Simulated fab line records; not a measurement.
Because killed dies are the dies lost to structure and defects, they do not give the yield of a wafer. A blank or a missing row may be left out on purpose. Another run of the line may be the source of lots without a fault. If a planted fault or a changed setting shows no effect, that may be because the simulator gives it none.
2 desks, one fault / flow sky130 / only its own numbers are on each desk; what lay behind them is given at the end

== FOR THE TOOL OWNER'S DESK: litho track-02 ==
The tool's own readings at SKY_LDD_LDN_DEVELOP_06 (develop time 60 s): means of the sampled wafers that have a number, for each lot that ran on this tool. Any lot whose mean is over 4 standard deviations away from the usual mean is out of limits and marked OUT; that distance is given in the brackets.
Columns: A = developer temp C at SKY_LDD_LDN_DEVELOP_06, usual 22.99 C
lot=L489; first seen here=day 23 12:58; A=23.01
lot=L494; first seen here=day 26 05:35; A=22.98
lot=L499; first seen here=day 27 23:56; A=22.91
lot=L502; first seen here=day 28 13:58; A=22.39 (-6.0) OUT
lot=L503; first seen here=day 28 17:13; A=22.00 (-9.9) OUT
This desk finds L502, L503 out of limits, L502 being first, at day 28 13:58 (developer temp C at SKY_LDD_LDN_DEVELOP_06). In limits: L489, L494, L499.

== THE METROLOGY DESK ==
What the gauges read for every lot (on any tool): the sampled wafers with a number, averaged. Any lot whose mean is over 4 standard deviations away from the usual mean is out of limits and marked OUT; that distance is given in the brackets.
Columns: A = cd nm at SKY_POLY_GATE_CD_MEAS_13, usual 149.6 nm; B = POLY_GATE_OXIDATION_THK at SKY_POLY_GATE_THK_MEAS_21, usual 4.00 nm; C = cd nm at SKY_POLY_CUT_CD_MEAS_08, usual 270.0 nm
lot=L486; first seen here=day 15 23:59; A=147.3; B=4.05; C=272.0
lot=L488; first seen here=day 16 20:33; A=149.9; B=3.93; C=268.4
lot=L489; first seen here=day 17 00:20; A=152.0; B=4.09; C=265.9
lot=L490; first seen here=day 17 17:16; A=147.7; B=4.07; C=269.2
lot=L491; first seen here=day 18 13:40; A=149.8; B=4.06; C=270.7
lot=L493; first seen here=day 19 01:32; A=150.4; B=4.08; C=271.7
lot=L494; first seen here=day 19 19:26; A=148.5; B=4.02; C=271.0
lot=L497; first seen here=day 20 23:19; A=151.3; B=3.91; C=269.3
lot=L499; first seen here=day 21 17:13; A=151.8; B=3.97; C=269.7
lot=L502; first seen here=day 22 07:25; A=148.3; B=3.97; C=271.5
lot=L503; first seen here=day 22 12:01; A=150.7; B=3.97; C=270.0
lot=L506; first seen here=day 23 18:03; A=153.1; B=4.00; C=268.6
lot=L507; first seen here=day 24 01:22; A=148.0; B=4.06; C=269.6
lot=L508; first seen here=day 24 04:09; A=149.2; B=4.07; C=269.0
This desk's finding: nothing out of limits on any of the 14 lots.

== BROUGHT TOGETHER ==
The tool owner's desk had the chance to raise an alarm at day 28 13:58 on L502, L503.
From the metrology desk's view, nothing was out of limits.
The metrology desk has L502, L503 on record, within its limits.
Of the lots named, all ran SKY_LDD_LDN_DEVELOP_06 on litho track-02.

== WHAT THE SIMULATOR HAD INSERTED ==
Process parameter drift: litho track-02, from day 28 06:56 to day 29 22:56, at SKY_LDD_LDN_DEVELOP_06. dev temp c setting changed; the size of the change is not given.
Struck lots among those shown: L502, L503.
Hours from the fault's start to each desk's first reading out of limits: the tool owner's desk, 7.
